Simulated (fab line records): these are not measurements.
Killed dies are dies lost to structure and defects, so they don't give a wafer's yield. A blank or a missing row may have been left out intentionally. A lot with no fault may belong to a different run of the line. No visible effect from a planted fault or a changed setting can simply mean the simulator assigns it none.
Which tool was responsible? ; flow sfq_line ; 42 wafers from 14 lots sampled at 2 of the route's 325 steps

## WHAT THE GAUGES READ, wafer by wafer
SFQ_M4_RS_MEAS_924: uses a four-point probe to measure. Usual: M4_NB_RS gives 0.884 ohm/sq (standard deviation 0.011).
lot;measured;on;M4_NB_RS (ohm/sq);flag
L472;day 32 08:04;film_metro-04;0.893 0.876 0.887;
L473;day 32 14:04;film_metro-03;0.904 0.888 0.901;
L474;day 32 23:41;film_metro-03;0.858 0.887 0.878;
L475;day 33 13:58;film_metro-03;0.870 0.893 0.889;
L477;day 34 04:24;film_metro-01;0.887 0.882 0.870;
L482;day 35 23:07;film_metro-03;0.777 0.770 0.757;OFF
L484;day 36 09:57;film_metro-01;0.867 0.891 0.889;
L486;day 37 08:43;film_metro-04;0.782 0.779 0.783;OFF
L489;day 38 03:57;film_metro-03;0.894 0.894 0.888;
L491;day 39 03:56;film_metro-04;0.880 0.903 0.884;
L492;day 39 11:08;film_metro-01;0.885 0.878 0.893;
L493;day 39 14:43;film_metro-03;0.900 0.882 0.887;
L494;day 39 19:32;film_metro-01;0.869 0.893 0.891;
L495;day 40 07:19;film_metro-01;0.881 0.898 0.883;

## WHAT TOOL EACH LOT RAN ON (gives the tool, then ch and the chambers of the sampled wafers, and finally the start)
lot;SFQ_TRILAYER_M4_DEP_SPUTTER_091
L472;pvd_sputter-05, day 32 07:58
L473;pvd_sputter-04, day 32 13:58
L474;pvd_sputter-03, day 32 23:34
L475;pvd_sputter-03, day 33 13:52
L477;pvd_sputter-05, day 34 04:16
L482;pvd_sputter-03, day 35 23:01
L484;pvd_sputter-04, day 36 09:51
L486;pvd_sputter-03, day 37 08:37
L489;pvd_sputter-05, day 38 03:49
L491;pvd_sputter-04, day 39 03:50
L492;pvd_sputter-04, day 39 11:01
L493;pvd_sputter-05, day 39 14:37
L494;pvd_sputter-04, day 39 19:25
L495;pvd_sputter-05, day 40 07:14
- SFQ_TRILAYER_M4_DEP_SPUTTER_091: material Nb, target thk 200 nm, time 133.3 s.

## AS READ BY THE TOOLS THEMSELVES (means over the sampled wafers that have a number; for cases with no such wafer, the mark the record gives instead)
SFQ_TRILAYER_M4_DEP_SPUTTER_091. Usual: cathode_dc_power_W 2000.0 W, standard deviation 0.38; throttle_valve_pct 30.7 %, standard deviation 0.78.
lot;tool;cathode_dc_power_W (W);throttle_valve_pct (%);flag
L472;pvd_sputter-05;1999.9;30.7;
L473;pvd_sputter-04;2000.1;30.8;
L474;pvd_sputter-03;1999.7;30.1;
L475;pvd_sputter-03;2000.2;29.9;
L477;pvd_sputter-05;1999.3;31.2;
L482;pvd_sputter-03;2260.9;29.9;OFF
L484;pvd_sputter-04;2000.2;31.0;
L486;pvd_sputter-03;2260.9;30.9;OFF
L489;pvd_sputter-05;2000.3;31.0;
L491;pvd_sputter-04;2000.2;31.1;
L492;pvd_sputter-04;2000.0;30.8;
L493;pvd_sputter-05;1999.8;31.1;
L494;pvd_sputter-04;2000.1;31.1;
L495;pvd_sputter-05;2000.1;31.4;

## THE ANSWER, worked out from the rows above alone
Rule: a lot counts as off when the mean over its wafers that have a number is more than 3 standard deviations away from the usual mean. A lot without any number at a reading at which 4 lots or more have one is off too. Any other lot the step has rows for is counted as sound. First the gauges in route order, then the tools' own readings, where a lot's mean is used as printed above. The first step at which some lot is off is used, and at that step the reading that is off furthest; a lot without a number counts as furthest.
Off: L482, L486, at SFQ_M4_RS_MEAS_924 (M4_NB_RS).
If a tool, at a process step before that reading, ran all the lots that are off and no sound lot after the first of them, it fits. Not tried: the gauges at SFQ_M4_RS_MEAS_924; whatever is off there is also off at SFQ_TRILAYER_M4_DEP_SPUTTER_091, on other tools, and gauge error can't account for it. One fits: SFQ_TRILAYER_M4_DEP_SPUTTER_091 on pvd_sputter-03. A fault onset in the window from L475 (day 33 13:52, its last sound lot) to L482 (day 35 23:01, its first lot off) fits.
On the lots that are off, the tool's own readings at SFQ_TRILAYER_M4_DEP_SPUTTER_091 differ by more than 5 times the standard deviation of the sound lots' means, which bears it out; cathode_dc_power_W reads 2260.9 W there versus 2000.0 W on the sound lots.

## WHAT HAD BEEN PUT IN BY THE SIMULATOR
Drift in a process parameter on pvd_sputter-03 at SFQ_TRILAYER_M4_DEP_SPUTTER_091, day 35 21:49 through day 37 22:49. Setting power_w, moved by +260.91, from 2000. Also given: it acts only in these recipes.
Lots struck among those shown: L482, L486. Same finding as the rule above.
